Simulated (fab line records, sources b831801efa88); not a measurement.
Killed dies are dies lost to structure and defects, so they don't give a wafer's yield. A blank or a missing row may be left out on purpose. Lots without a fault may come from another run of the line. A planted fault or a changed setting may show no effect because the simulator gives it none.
Which tool did it? | flow sky130 | 10 lots, 30 wafers sampled, at 5 steps of a route of 708

WHAT THE GAUGES READ, wafer by wafer
SKY_CAPM_RS_MEAS_03: measures by four-point-probe. Usual: CAPM_TIN_RS 6.87 ohm/sq, standard deviation 0.08.
lot  | measured     | on            | CAPM_TIN_RS (ohm/sq) | flag
L559 | day 36 12:53 | film_metro-03 | 6.76 6.93 6.85       |
L561 | day 37 11:05 | film_metro-04 | 6.84 6.84 6.86       |
L564 | day 38 06:52 | film_metro-04 | 6.90 6.92 6.97       |
L565 | day 39 08:10 | film_metro-03 | 6.87 5.51 6.85       | OFF
L566 | day 39 08:28 | film_metro-03 | 6.87 5.53 6.89       | OFF
L575 | day 41 13:50 | film_metro-03 | 6.76 6.78 6.79       |
L577 | day 42 05:28 | film_metro-04 | 6.79 6.85 6.81       |
L578 | day 42 07:47 | film_metro-04 | 6.97 6.90 6.89       |
L580 | day 42 18:06 | film_metro-04 | 6.76 6.92 6.80       |
L581 | day 43 04:40 | film_metro-03 | 6.66 6.83 6.85       |

SKY_CAPM_THK_MEAS_04: measures by xrf. Usual: CAPM_TIN_THK 201.5 nm, standard deviation 2.6.
lot  | measured     | on            | CAPM_TIN_THK (nm) | flag
L559 | day 36 13:01 | film_metro-03 | 205.2 200.4 201.6 |
L561 | day 37 11:12 | film_metro-04 | 201.3 201.8 199.8 |
L564 | day 38 06:58 | film_metro-04 | 199.6 199.3 197.1 |
L565 | day 39 08:16 | film_metro-03 | 201.4 250.1 201.9 | OFF
L566 | day 39 08:34 | film_metro-03 | 201.0 250.7 201.1 | OFF
L575 | day 41 13:57 | film_metro-03 | 205.1 205.3 204.9 |
L577 | day 42 05:35 | film_metro-04 | 202.8 201.7 202.5 |
L578 | day 42 07:54 | film_metro-04 | 198.0 200.1 200.6 |
L580 | day 42 18:12 | film_metro-04 | 204.4 199.8 203.1 |
L581 | day 43 04:46 | film_metro-03 | 207.4 202.7 202.4 |

WHICH TOOL RAN EACH LOT (tool, then ch and the chambers of the sampled wafers, then the start)
lot  | SKY_VIA2_SPUTTER_20          | SKY_METAL3_SPUTTER_04        | SKY_CAPM_SPUTTER_02
L559 | pvd_sputter-04, day 36 11:44 | pvd_sputter-01, day 36 12:39 | pvd_sputter-04, day 36 12:47
L561 | pvd_sputter-04, day 37 10:04 | pvd_sputter-03, day 37 10:50 | pvd_sputter-04, day 37 10:58
L564 | pvd_sputter-04, day 38 05:49 | pvd_sputter-03, day 38 06:35 | pvd_sputter-01, day 38 06:43
L565 | pvd_sputter-01, day 39 07:06 | pvd_sputter-02, day 39 07:53 | pvd_sputter-04, day 39 08:01
L566 | pvd_sputter-04, day 39 07:25 | pvd_sputter-01, day 39 08:11 | pvd_sputter-04, day 39 08:19
L575 | pvd_sputter-03, day 41 12:49 | pvd_sputter-01, day 41 13:35 | pvd_sputter-04, day 41 13:43
L577 | pvd_sputter-01, day 42 04:27 | pvd_sputter-02, day 42 05:13 | pvd_sputter-04, day 42 05:21
L578 | pvd_sputter-04, day 42 06:46 | pvd_sputter-01, day 42 07:32 | pvd_sputter-04, day 42 07:40
L580 | pvd_sputter-04, day 42 17:02 | pvd_sputter-01, day 42 17:49 | pvd_sputter-04, day 42 17:57
L581 | pvd_sputter-04, day 43 03:37 | pvd_sputter-01, day 43 04:24 | pvd_sputter-02, day 43 04:32
- SKY_VIA2_SPUTTER_20: material TiN, target thk 20 nm, time 80 s.
- SKY_METAL3_SPUTTER_04: material TiN, target thk 70 nm, time 58.3 s.
- SKY_CAPM_SPUTTER_02: material TiN, target thk 200 nm, time 166.7 s.

WHAT THE TOOLS THEMSELVES READ (means of the sampled wafers that have a number; where no wafer has one, the mark that the record gives instead)
SKY_VIA2_SPUTTER_20. Usual: throttle_valve_pct 30.1 %, standard deviation 0.65.
lot  | tool           | throttle_valve_pct (%) | flag
L559 | pvd_sputter-04 | 30.0                   |
L561 | pvd_sputter-04 | 30.0                   |
L564 | pvd_sputter-04 | 29.9                   |
L565 | pvd_sputter-01 | 29.8                   |
L566 | pvd_sputter-04 | 29.8                   |
L575 | pvd_sputter-03 | 31.1                   |
L577 | pvd_sputter-01 | 29.7                   |
L578 | pvd_sputter-04 | 30.0                   |
L580 | pvd_sputter-04 | 30.1                   |
L581 | pvd_sputter-04 | 29.8                   |

SKY_METAL3_SPUTTER_04. Usual: throttle_valve_pct 30.1 %, standard deviation 0.78.
lot  | tool           | throttle_valve_pct (%) | flag
L559 | pvd_sputter-01 | 29.4                   |
L561 | pvd_sputter-03 | 30.9                   |
L564 | pvd_sputter-03 | 30.9                   |
L565 | pvd_sputter-02 | 30.2                   |
L566 | pvd_sputter-01 | 29.5                   |
L575 | pvd_sputter-01 | 30.2                   |
L577 | pvd_sputter-02 | 29.9                   |
L578 | pvd_sputter-01 | 29.4                   |
L580 | pvd_sputter-01 | 29.0                   |
L581 | pvd_sputter-01 | 28.9                   |

SKY_CAPM_SPUTTER_02. Usual: throttle_valve_pct 29.9 %, standard deviation 0.43.
lot  | tool           | throttle_valve_pct (%) | flag
L559 | pvd_sputter-04 | 29.9                   |
L561 | pvd_sputter-04 | 30.0                   |
L564 | pvd_sputter-01 | 29.9                   |
L565 | pvd_sputter-04 | 30.0                   |
L566 | pvd_sputter-04 | 30.1                   |
L575 | pvd_sputter-04 | 30.0                   |
L577 | pvd_sputter-04 | 29.9                   |
L578 | pvd_sputter-04 | 29.9                   |
L580 | pvd_sputter-04 | 29.8                   |
L581 | pvd_sputter-02 | 29.9                   |

THE ANSWER, worked out from the rows above alone
Rule: a lot is off if the mean of its wafers that have a number lies more than 3 standard deviations from the usual mean. A lot without any number at a reading at which 4 lots or more have one is off too. The other lots that the step has rows for count as sound. The gauges are gone through in route order, then the tools' own readings, and for those a lot's mean is taken as printed above. The first step at which some lot is off is used, and at that step the reading that is off furthest; a lot without a number counts as furthest.
Off: L565, L566, at SKY_CAPM_RS_MEAS_03 (CAPM_TIN_RS).
A tool fits if, at a process step before that reading, it ran every lot that is off, and no sound lot after the first of them. The gauges at SKY_CAPM_RS_MEAS_03 are tried like those tools. None of those tried fits.

WHAT THE SIMULATOR HAD PUT IN
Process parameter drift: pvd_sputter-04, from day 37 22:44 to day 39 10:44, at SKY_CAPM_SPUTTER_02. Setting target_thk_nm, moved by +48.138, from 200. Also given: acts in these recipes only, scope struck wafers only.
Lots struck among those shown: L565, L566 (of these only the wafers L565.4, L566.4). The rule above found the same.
